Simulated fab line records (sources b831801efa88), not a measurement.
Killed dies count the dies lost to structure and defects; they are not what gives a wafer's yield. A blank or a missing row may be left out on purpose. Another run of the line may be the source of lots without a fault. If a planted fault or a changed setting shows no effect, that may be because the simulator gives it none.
Matching of chambers | flow sky130 | rieDiel-02 running SKY_VIA3_ETCH_14: 4 sister chambers
The step etches BARC in N2/H2, stops on SiO2, time 45.9 s, target depth 60 nm. 7 wafers are shown with their chamber, then 7 later ones without.

== WAFERS, EACH WITH ITS CHAMBER ==
wafer  | chamber | drypumpMotorCurrentA (A) | rfFwdPowerW (W)
L077.4 | 1       | 5.6                      | 498.0
L080.2 | 3       | 5.6                      | 496.1
L080.4 | 0       | 6.1                      | 494.3
L087.3 | 0       | 6.1                      | 492.4
L087.5 | 2       | 5.6                      | 494.1
L089.2 | 1       | 5.7                      | 494.8
L089.3 | 2       | 5.6                      | 494.7

== WAFERS WHOSE CHAMBER IS MISSING ==
wafer  | drypumpMotorCurrentA (A) | rfFwdPowerW (W)
L089.4 | 5.6                      | 498.1
L090.2 | 5.6                      | 493.5
L090.4 | 5.6                      | 494.9
L090.6 | 5.6                      | 495.7
L091.1 | 5.6                      | 495.4
L091.3 | 5.6                      | 494.4
L091.4 | 5.6                      | 495.3

== WHICH CHAMBER EACH WENT THROUGH ==
wafer  | from the rows above          | in truth
L089.4 | can't be placed: 3 or 1 or 2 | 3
L090.2 | can't be placed: 2 or 3 or 1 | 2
L090.4 | can't be placed: 2 or 3 or 1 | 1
L090.6 | can't be placed: 3 or 2 or 1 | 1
L091.1 | can't be placed: 3 or 2 or 1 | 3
L091.3 | can't be placed: 2 or 3 or 1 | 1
L091.4 | can't be placed: 3 or 2 or 1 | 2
0 of 7 placed correctly. These rows do not allow placing 7 (true chamber among the candidates in 7). Placed wrongly: 0.
How it was worked out, from the rows above alone: a wafer's distance from a chamber is the root of the sum, over the readings, of the square of ((its reading less the chamber's mean) divided by the reading's scatter). If the next closest chamber is less than 2 further off than the closest, the wafer can't be placed; otherwise it belongs to the closest. For every chamber, the mean is computed from those of its wafers that are shown. The scatter: take each reading less its chamber's mean, square it, sum over the shown wafers, divide by the number of wafers less the number of chambers, and take the root.
